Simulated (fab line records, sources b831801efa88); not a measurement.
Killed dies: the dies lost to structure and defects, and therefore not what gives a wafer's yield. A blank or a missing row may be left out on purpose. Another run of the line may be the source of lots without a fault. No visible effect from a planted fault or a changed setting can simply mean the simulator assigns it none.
Tool commonality check    flow gf180mcu    Sampled: 11 lots, 33 wafers

## WHY IT WAS OPENED
At GF_VT_IMPLANT_RS_MEAS_46 the reading MVSD_RS is flagged on 2 of 11 lots. No-fault wafers: 456.6 ohm/sq, standard deviation 1.4.
Rule: a lot gets a flag if all its wafers with a number sit over 4 standard deviations from that mean, or if no wafer of it has a number. As for the other lots, they are considered sound.

lot   measured      on             MVSD_RS (ohm/sq), wafer by wafer  flag
L299  day 7 21:58   film-metro-03  455.3 454.8 456.4                 
L302  day 8 15:49   film-metro-04  457.4 456.4 457.0                 
L303  day 8 18:34   film-metro-04  458.3 457.1 456.4                 
L307  day 10 01:48  film-metro-03  453.2 454.6 452.9                 
L309  day 10 17:01  film-metro-03  481.0 479.9 480.9                 FLAGGED
L311  day 11 02:28  film-metro-03  480.0 479.2 481.0                 FLAGGED
L313  day 11 15:01  film-metro-01  457.1 456.8 457.0                 
L315  day 12 01:26  film-metro-01  458.0 457.0 457.3                 
L317  day 12 18:07  film-metro-04  457.9 458.0 457.1                 
L320  day 13 13:19  film-metro-03  457.4 456.2 458.3                 
L321  day 13 23:15  film-metro-04  456.9 455.4 457.0                 
The mean of the flagged lots' numbers is 480.3 ohm/sq, +23.7 ohm/sq from the usual (+17 standard deviations).

## WHICH TOOL EACH LOT WENT THROUGH
Before the reading, the record contains 3 process steps out of a 602-step route. Every cell lists first the tool, next ch and the chambers used by the sampled wafers, and last the start.
lot   flag     GF_STI_ETCH_14                   GF_DNWELL_STRIP_08                   GF_MVSD_IMPLANT_09
L299           rie-si-01 ch 0,1,3, day 2 07:49  plasma-asher-03 ch 0,1, day 3 01:01  implanter-03 ch 0, day 4 17:22
L302           rie-si-01 ch 1,2, day 2 22:19    plasma-asher-03 ch 0, day 3 15:40    implanter-04 ch 0, day 5 08:37
L303           rie-si-01 ch 0,3, day 3 03:28    plasma-asher-02 ch 0,1, day 3 20:37  implanter-04 ch 0, day 5 12:32
L307           rie-si-02 ch 0,3, day 4 01:19    plasma-asher-02 ch 0,1, day 4 19:17  implanter-01 ch 0, day 6 14:58
L309  FLAGGED  rie-si-01 ch 0,2, day 4 10:55    plasma-asher-01 ch 0, day 5 07:04    implanter-01 ch 0, day 7 04:54
L311  FLAGGED  rie-si-02 ch 0,2,3, day 4 20:43  plasma-asher-02 ch 0,1, day 5 15:31  implanter-01 ch 0, day 7 13:49
L313           rie-si-01 ch 0,1,3, day 5 07:13  plasma-asher-03 ch 0,1, day 6 02:19  implanter-03 ch 0, day 8 01:10
L315           rie-si-02 ch 0,1,3, day 5 16:34  plasma-asher-02 ch 1, day 6 11:58    implanter-03 ch 0, day 8 11:05
L317           rie-si-02 ch 0,2,3, day 6 04:22  plasma-asher-03 ch 0,1, day 7 00:12  implanter-03 ch 0, day 9 01:54
L320           rie-si-02 ch 0,1,3, day 6 19:49  plasma-asher-03 ch 0,1, day 7 15:16  implanter-04 ch 0, day 9 17:30
L321           rie-si-01 ch 0,2,3, day 7 00:10  plasma-asher-03 ch 0,1, day 7 21:16  implanter-01 ch 0, day 10 00:40
What the steps here do:
- GF_STI_ETCH_14: etches Si in HBr/Cl2/O2, target depth 360 nm, time 102.9 s.
- GF_DNWELL_STRIP_08: strips in O2/N2.
- GF_MVSD_IMPLANT_09
- GF_VT_IMPLANT_RS_MEAS_46: measures by four-point-probe.

## FLAGGED AGAINST TOTAL, ONE TOOL AT A TIME (gauges that did the reading follow at the end)
step                      tool             lots run  flagged  share of the flagged lots  sound lots run after its first flagged lot
GF_STI_ETCH_14            rie-si-01        6         1        some                       2 (L313,L321)
GF_STI_ETCH_14            rie-si-02        5         1        some                       3 (L315,L317,L320)
GF_DNWELL_STRIP_08        plasma-asher-01  1         1        some                       0
GF_DNWELL_STRIP_08        plasma-asher-02  4         1        some                       1 (L315)
GF_DNWELL_STRIP_08        plasma-asher-03  6         0        none                       -
GF_MVSD_IMPLANT_09        implanter-01     4         2        all                        1 (L321)
GF_MVSD_IMPLANT_09        implanter-03     4         0        none                       -
GF_MVSD_IMPLANT_09        implanter-04     3         0        none                       -
GF_VT_IMPLANT_RS_MEAS_46  film-metro-01    2         0        none                       -
GF_VT_IMPLANT_RS_MEAS_46  film-metro-03    5         2        all                        1 (L320)
GF_VT_IMPLANT_RS_MEAS_46  film-metro-04    4         0        none                       -

## WHAT IS ALLOWED BY THE TABLE
Table rows that saw every flagged lot: 2, namely implanter-01 at GF_MVSD_IMPLANT_09 and film-metro-03 at GF_VT_IMPLANT_RS_MEAS_46.
- implanter-01 at GF_MVSD_IMPLANT_09: 2 of its 4 lots flagged. Lots that were sound ran on it after the first flagged one (L321); a persistent fault on the entire tool would not allow that. Its own readings lie more than 4 standard deviations out on every wafer of the flagged lots: dose-ions-cm2, faraday-current-uA.
- film-metro-03 at GF_VT_IMPLANT_RS_MEAS_46: 2 of its 5 lots flagged. Lots that were sound ran on it after the first flagged one (L320); a persistent fault on the entire tool would not allow that.
None of the table's rows ran every flagged lot and, after the first, no sound lot.

## WHAT WAS PUT IN BY THE SIMULATOR
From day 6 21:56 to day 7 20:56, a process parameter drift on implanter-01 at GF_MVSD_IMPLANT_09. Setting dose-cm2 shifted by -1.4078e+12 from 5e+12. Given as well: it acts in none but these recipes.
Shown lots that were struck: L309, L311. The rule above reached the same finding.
